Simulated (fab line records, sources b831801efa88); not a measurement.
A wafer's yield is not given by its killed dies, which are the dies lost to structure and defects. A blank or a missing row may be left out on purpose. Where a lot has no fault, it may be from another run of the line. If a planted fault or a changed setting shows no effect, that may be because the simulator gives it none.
Which tool is to blame? + flow sky130 + 72 wafers from 24 lots sampled at 5 of the route's 708 steps

WHAT THE GAUGES READ, wafer by wafer
SKY_VIA1_THK_MEAS_01.
| lot  | measured     | on            | VIA1_HDPCVD_THK (nm) |
|------|--------------|---------------|----------------------|
| L074 | day 32 23:20 | film-metro-03 | 1032 1021 1020       |
| L075 | day 33 04:14 | film-metro-04 | 1027 1043 1032       |
| L076 | day 33 15:16 | film-metro-04 | 1018 1022 1030       |
| L077 | day 34 16:20 | film-metro-04 | 1031 1045 1025       |
| L078 | day 34 23:59 | film-metro-04 | 1033 1023 1031       |
| L079 | day 35 09:00 | film-metro-04 | 1032 1024 1051       |
| L081 | day 35 16:30 | film-metro-04 | 1048 1049 1050       |
| L080 | day 35 18:17 | film-metro-02 | 1044 1028 1030       |
| L082 | day 36 10:13 | film-metro-04 | 1041 1040 1039       |
| L084 | day 36 13:18 | film-metro-04 | 1031 1028 1037       |
| L083 | day 36 16:26 | film-metro-03 | 1023 1026 1028       |
| L085 | day 36 19:56 | film-metro-03 | 1020 1008 1028       |
| L086 | day 37 01:28 | film-metro-03 | 1033 1024 1037       |
| L087 | day 37 21:58 | film-metro-04 | 1023 1022 1019       |
| L088 | day 37 23:46 | film-metro-04 | 1021 1025 1029       |
| L089 | day 38 04:32 | film-metro-04 | 1039 1037 1031       |
| L090 | day 38 09:37 | film-metro-04 | 1037 1047 1039       |
| L091 | day 38 10:44 | film-metro-03 | 1012 1020 1015       |
| L092 | day 38 14:25 | film-metro-04 | 1032 1032 1028       |
| L093 | day 39 02:54 | film-metro-04 | 1031 1034 1022       |
| L094 | day 39 09:01 | film-metro-02 | 1046 1045 1032       |
| L095 | day 39 22:05 | film-metro-03 | 1028 1014 1023       |
| L096 | day 39 22:55 | film-metro-02 | 1034 1035 1040       |
| L097 | day 40 00:20 | film-metro-04 | 1028 1024 1039       |

SKY_METAL2_CD_MEAS_15: target cd 140 nm.
| lot  | measured     | on        | cd-nm (nm)        |
|------|--------------|-----------|-------------------|
| L074 | day 35 05:56 | cd-sem-02 | 139.4 138.9 139.5 |
| L075 | day 35 10:45 | cd-sem-02 | 143.6 142.5 142.0 |
| L076 | day 35 21:23 | cd-sem-02 | 140.2 138.2 137.8 |
| L077 | day 36 23:14 | cd-sem-02 | 137.5 139.2 139.7 |
| L078 | day 37 05:29 | cd-sem-01 | 138.6 137.7 138.7 |
| L079 | day 37 15:11 | cd-sem-02 | 138.4 138.9 138.5 |
| L081 | day 37 22:22 | cd-sem-01 | 136.9 137.6 136.9 |
| L080 | day 38 00:03 | cd-sem-02 | 137.9 137.9 138.8 |
| L082 | day 38 16:30 | cd-sem-02 | 138.9 140.5 140.1 |
| L084 | day 38 19:29 | cd-sem-02 | 138.6 139.4 139.4 |
| L083 | day 38 22:02 | cd-sem-01 | 141.7 141.0 140.7 |
| L085 | day 39 01:41 | cd-sem-02 | 137.1 138.4 136.0 |
| L086 | day 39 06:47 | cd-sem-01 | 135.4 137.4 136.9 |
| L087 | day 40 02:34 | cd-sem-02 | 139.5 141.2 139.4 |
| L088 | day 40 04:03 | cd-sem-02 | 136.4 138.2 136.9 |
| L089 | day 40 08:56 | cd-sem-01 | 141.8 140.2 140.3 |
| L090 | day 40 12:40 | cd-sem-01 | 140.5 137.0 139.4 |
| L091 | day 40 15:08 | cd-sem-01 | 136.6 136.0 137.8 |
| L092 | day 40 17:02 | cd-sem-02 | 139.4 139.6 140.1 |
| L093 | day 41 06:00 | cd-sem-01 | 137.1 137.1 138.2 |
| L094 | day 41 11:44 | cd-sem-01 | 140.9 141.3 141.3 |
| L095 | day 41 23:30 | cd-sem-01 | 137.4 136.8 137.5 |
| L096 | day 42 00:11 | cd-sem-02 | 136.8 136.5 137.3 |
| L097 | day 42 01:43 | cd-sem-02 | 139.3 139.8 139.1 |

WHICH TOOL RAN EACH LOT (tool, then ch and the chambers of the sampled wafers, then the start)
| lot  | SKY_LI_CONTACT_SPUTTER_20    | SKY_LOCAL_INTERCONNECT_METAL_ETCH_14 | SKY_METAL2_SPUTTER_04        |
|------|------------------------------|--------------------------------------|------------------------------|
| L074 | pvd-sputter-04, day 29 06:47 | rie-metal-02 ch 0,1, day 30 12:10    | pvd-sputter-01, day 34 03:44 |
| L075 | pvd-sputter-01, day 29 11:36 | rie-metal-04 ch 0,1, day 30 16:06    | pvd-sputter-03, day 34 08:53 |
| L076 | pvd-sputter-01, day 30 00:52 | rie-metal-02 ch 0,1, day 31 04:58    | pvd-sputter-01, day 34 19:41 |
| L077 | pvd-sputter-04, day 31 00:09 | rie-metal-03 ch 0, day 32 05:47      | pvd-sputter-03, day 35 20:47 |
| L078 | pvd-sputter-04, day 31 09:20 | rie-metal-02 ch 1, day 32 14:31      | pvd-sputter-04, day 36 03:31 |
| L079 | pvd-sputter-02, day 31 20:15 | rie-metal-04 ch 0,1, day 33 00:22    | pvd-sputter-04, day 36 13:11 |
| L081 | pvd-sputter-01, day 32 04:20 | rie-metal-02 ch 1, day 33 08:30      | pvd-sputter-01, day 36 20:14 |
| L080 | pvd-sputter-01, day 32 05:30 | rie-metal-04 ch 0,1, day 33 09:52    | pvd-sputter-04, day 36 21:55 |
| L082 | pvd-sputter-02, day 32 21:14 | rie-metal-02 ch 0,1, day 34 00:56    | pvd-sputter-01, day 37 14:31 |
| L084 | pvd-sputter-01, day 33 01:26 | rie-metal-04 ch 0,1, day 34 05:16    | pvd-sputter-03, day 37 17:19 |
| L083 | pvd-sputter-04, day 33 07:06 | rie-metal-04 ch 0,1, day 34 09:51    | pvd-sputter-01, day 37 19:58 |
| L085 | pvd-sputter-02, day 33 08:30 | rie-metal-02 ch 0,1, day 34 12:19    | pvd-sputter-01, day 37 23:54 |
| L086 | pvd-sputter-02, day 33 14:27 | rie-metal-03 ch 0,1, day 34 17:59    | pvd-sputter-03, day 38 05:42 |
| L087 | pvd-sputter-04, day 34 12:03 | rie-metal-04 ch 0,1, day 35 13:25    | pvd-sputter-03, day 39 01:34 |
| L088 | pvd-sputter-02, day 34 13:34 | rie-metal-03 ch 0,1, day 35 16:01    | pvd-sputter-01, day 39 03:10 |
| L089 | pvd-sputter-01, day 34 18:08 | rie-metal-04 ch 0,1, day 35 21:16    | pvd-sputter-03, day 39 07:55 |
| L090 | pvd-sputter-02, day 34 22:48 | rie-metal-02 ch 0,1, day 36 01:19    | pvd-sputter-03, day 39 12:33 |
| L091 | pvd-sputter-04, day 34 23:53 | rie-metal-03 ch 1, day 36 02:52      | pvd-sputter-04, day 39 14:12 |
| L092 | pvd-sputter-01, day 35 03:25 | rie-metal-02 ch 0,1, day 36 06:43    | pvd-sputter-03, day 39 16:26 |
| L093 | pvd-sputter-02, day 35 16:06 | rie-metal-03 ch 0,1, day 36 19:15    | pvd-sputter-01, day 40 05:51 |
| L094 | pvd-sputter-02, day 35 22:53 | rie-metal-03 ch 0,1, day 37 01:37    | pvd-sputter-03, day 40 11:56 |
| L095 | pvd-sputter-04, day 36 11:56 | rie-metal-02 ch 0, day 37 15:17      | pvd-sputter-01, day 40 23:41 |
| L096 | pvd-sputter-01, day 36 12:34 | rie-metal-04 ch 0,1, day 37 15:34    | pvd-sputter-04, day 41 01:14 |
| L097 | pvd-sputter-02, day 36 13:35 | rie-metal-03 ch 0,1, day 37 17:31    | pvd-sputter-04, day 41 02:19 |
- SKY_LI_CONTACT_SPUTTER_20: material TiN, target thk 20 nm, time 80 s.
- SKY_LOCAL_INTERCONNECT_METAL_ETCH_14: etches TiN in Cl2/BCl3, stops on PSG, target depth 110 nm, time 31.4 s.
- SKY_METAL2_SPUTTER_04: material TiN, target thk 70 nm, time 59.24 s.

AS READ BY THE TOOLS THEMSELVES (means over the sampled wafers that have a number; for cases with no such wafer, the mark the record gives instead)
SKY_LI_CONTACT_SPUTTER_20.
| lot  | tool           | throttle-valve-pct (%) |
|------|----------------|------------------------|
| L074 | pvd-sputter-04 | 30.3                   |
| L075 | pvd-sputter-01 | 30.1                   |
| L076 | pvd-sputter-01 | 30.3                   |
| L077 | pvd-sputter-04 | 30.3                   |
| L078 | pvd-sputter-04 | 30.9                   |
| L079 | pvd-sputter-02 | 30.2                   |
| L081 | pvd-sputter-01 | 30.2                   |
| L080 | pvd-sputter-01 | 30.2                   |
| L082 | pvd-sputter-02 | 29.5                   |
| L084 | pvd-sputter-01 | 30.4                   |
| L083 | pvd-sputter-04 | 30.0                   |
| L085 | pvd-sputter-02 | 30.5                   |
| L086 | pvd-sputter-02 | 30.4                   |
| L087 | pvd-sputter-04 | 30.4                   |
| L088 | pvd-sputter-02 | 30.5                   |
| L089 | pvd-sputter-01 | 30.2                   |
| L090 | pvd-sputter-02 | 30.5                   |
| L091 | pvd-sputter-04 | 30.3                   |
| L092 | pvd-sputter-01 | 30.4                   |
| L093 | pvd-sputter-02 | 29.1                   |
| L094 | pvd-sputter-02 | 30.5                   |
| L095 | pvd-sputter-04 | 29.9                   |
| L096 | pvd-sputter-01 | 30.4                   |
| L097 | pvd-sputter-02 | 30.0                   |

SKY_LOCAL_INTERCONNECT_METAL_ETCH_14.
| lot  | tool         | drypump-motor-current-A (A) | oes-product-au (a.u.) | throttle-valve-pct (%) |
|------|--------------|-----------------------------|-----------------------|------------------------|
| L074 | rie-metal-02 | 6.2                         | 0.942                 | 21.902                 |
| L075 | rie-metal-04 | 5.5                         | 0.944                 | 21.898                 |
| L076 | rie-metal-02 | 6.2                         | 0.954                 | 21.892                 |
| L077 | rie-metal-03 | 6.1                         | 0.925                 | 21.903                 |
| L078 | rie-metal-02 | 5.1                         | 0.942                 | 21.895                 |
| L079 | rie-metal-04 | 5.2                         | 0.947                 | 21.894                 |
| L081 | rie-metal-02 | 5.1                         | 0.947                 | 21.899                 |
| L080 | rie-metal-04 | 5.3                         | 0.936                 | 21.910                 |
| L082 | rie-metal-02 | 5.6                         | 0.958                 | 21.883                 |
| L084 | rie-metal-04 | 5.5                         | 0.943                 | 21.906                 |
| L083 | rie-metal-04 | 5.3                         | 0.937                 | 21.907                 |
| L085 | rie-metal-02 | 5.6                         | 0.944                 | 21.903                 |
| L086 | rie-metal-03 | 5.7                         | 0.934                 | 21.899                 |
| L087 | rie-metal-04 | 5.3                         | 0.938                 | 21.902                 |
| L088 | rie-metal-03 | 5.5                         | 0.935                 | 21.912                 |
| L089 | rie-metal-04 | 5.5                         | 0.933                 | 21.904                 |
| L090 | rie-metal-02 | 5.6                         | 0.929                 | 21.913                 |
| L091 | rie-metal-03 | 5.2                         | 0.934                 | 21.908                 |
| L092 | rie-metal-02 | 5.7                         | 0.942                 | 21.900                 |
| L093 | rie-metal-03 | 5.8                         | 0.933                 | 21.905                 |
| L094 | rie-metal-03 | 5.8                         | 0.950                 | 21.894                 |
| L095 | rie-metal-02 | 6.8                         | 0.955                 | 21.891                 |
| L096 | rie-metal-04 | 5.5                         | 0.934                 | 21.915                 |
| L097 | rie-metal-03 | 5.8                         | 0.941                 | 21.904                 |

SKY_METAL2_SPUTTER_04.
| lot  | tool           | throttle-valve-pct (%) |
|------|----------------|------------------------|
| L074 | pvd-sputter-01 | 30.4                   |
| L075 | pvd-sputter-03 | 30.9                   |
| L076 | pvd-sputter-01 | 30.3                   |
| L077 | pvd-sputter-03 | 31.0                   |
| L078 | pvd-sputter-04 | 30.0                   |
| L079 | pvd-sputter-04 | 29.7                   |
| L081 | pvd-sputter-01 | 30.3                   |
| L080 | pvd-sputter-04 | 29.9                   |
| L082 | pvd-sputter-01 | 30.4                   |
| L084 | pvd-sputter-03 | 31.3                   |
| L083 | pvd-sputter-01 | 30.2                   |
| L085 | pvd-sputter-01 | 30.0                   |
| L086 | pvd-sputter-03 | 30.9                   |
| L087 | pvd-sputter-03 | 30.2                   |
| L088 | pvd-sputter-01 | 30.4                   |
| L089 | pvd-sputter-03 | 30.7                   |
| L090 | pvd-sputter-03 | 30.8                   |
| L091 | pvd-sputter-04 | 30.2                   |
| L092 | pvd-sputter-03 | 31.2                   |
| L093 | pvd-sputter-01 | 30.4                   |
| L094 | pvd-sputter-03 | 31.0                   |
| L095 | pvd-sputter-01 | 30.1                   |
| L096 | pvd-sputter-04 | 30.4                   |
| L097 | pvd-sputter-04 | 30.8                   |

THE ANSWER, worked out from the rows above alone
Rule: the lots themselves supply what counts as usual. Put in order of their means at a reading, lots are off if they are a third of the lots or fewer, leave a main group of 4 or more, and stand apart from it by a gap of 3 or more times the standard deviation of the main group's means; of several such gaps the widest counts. A main group whose means are all the same, to the digits that the tables above print for the reading, isn't used. Also off: a lot with no number at a reading for which 4 or more lots have one. Any other lot the step has rows for is counted as sound. The gauges are gone through in route order, then the tools' own readings, and for those a lot's mean is taken as printed above. At the first step where some lot is off, the reading lying furthest off is the one used; lots without a number count as furthest.
No lot is off on any of the readings shown, so nothing can be concluded from this.

WHAT THE SIMULATOR HAD PUT IN
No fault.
